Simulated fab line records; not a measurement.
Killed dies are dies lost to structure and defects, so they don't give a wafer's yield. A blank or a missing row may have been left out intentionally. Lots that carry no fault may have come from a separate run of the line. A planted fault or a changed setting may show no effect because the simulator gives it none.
A single fault, viewed from 2 desks ; flow gf180mcu ; only its own numbers are on each desk; what lay behind them is given at the end

## THE METROLOGY DESK
What the gauges read for every lot (on any tool): the sampled wafers with a number, averaged. The brackets show how far a lot's mean lies from the usual mean; more than 4 standard deviations puts the lot out of limits, marked OUT.
Columns: A = M3_ALCU_RS at GF_M3_RS_MEAS_05, usual 0.0693 ohm/sq
lot;first seen here;A
L136;day 20 12:44;0.0690
L137;day 20 13:47;0.0683
L138;day 21 07:34;0.0700
L139;day 21 13:13;0.0696
L141;day 22 06:38;0.0699
L142;day 22 17:27;0.0690
L145;day 23 21:46;0.0692
L147;day 24 12:40;0.0693
L149;day 25 06:23;0.0702
L151;day 25 19:31;0.0696
L156;day 27 09:20;0.0700
L158;day 27 17:47;0.0693
L159;day 28 05:14;0.0696
This desk's finding: nothing out of limits on any of the 13 lots.

## TOOL OWNER'S DESK, pvd_sputter-01
The tool's own readings at GF_V4_SPUTTER_21 (material Ti, target thk 15 nm, time 80.02 s): means of the sampled wafers that have a number, for each lot that ran on this tool. The brackets show how far a lot's mean lies from the usual mean; more than 4 standard deviations puts the lot out of limits, marked OUT.
Columns: A = throttle_valve_pct at GF_V4_SPUTTER_21, usual 30.2 %
lot;first seen here;A
L138;day 25 08:17;29.4
L142;day 26 13:55;30.1
L147;day 28 05:19;29.9
L149;day 28 22:02;29.7
This desk's finding: nothing out of limits on any of the 4 lots.

## BROUGHT TOGETHER
Nothing out of limits was seen by the metrology desk.
Nothing out of limits was seen by the tool owner's desk.

## WHAT THE SIMULATOR HAD PUT IN
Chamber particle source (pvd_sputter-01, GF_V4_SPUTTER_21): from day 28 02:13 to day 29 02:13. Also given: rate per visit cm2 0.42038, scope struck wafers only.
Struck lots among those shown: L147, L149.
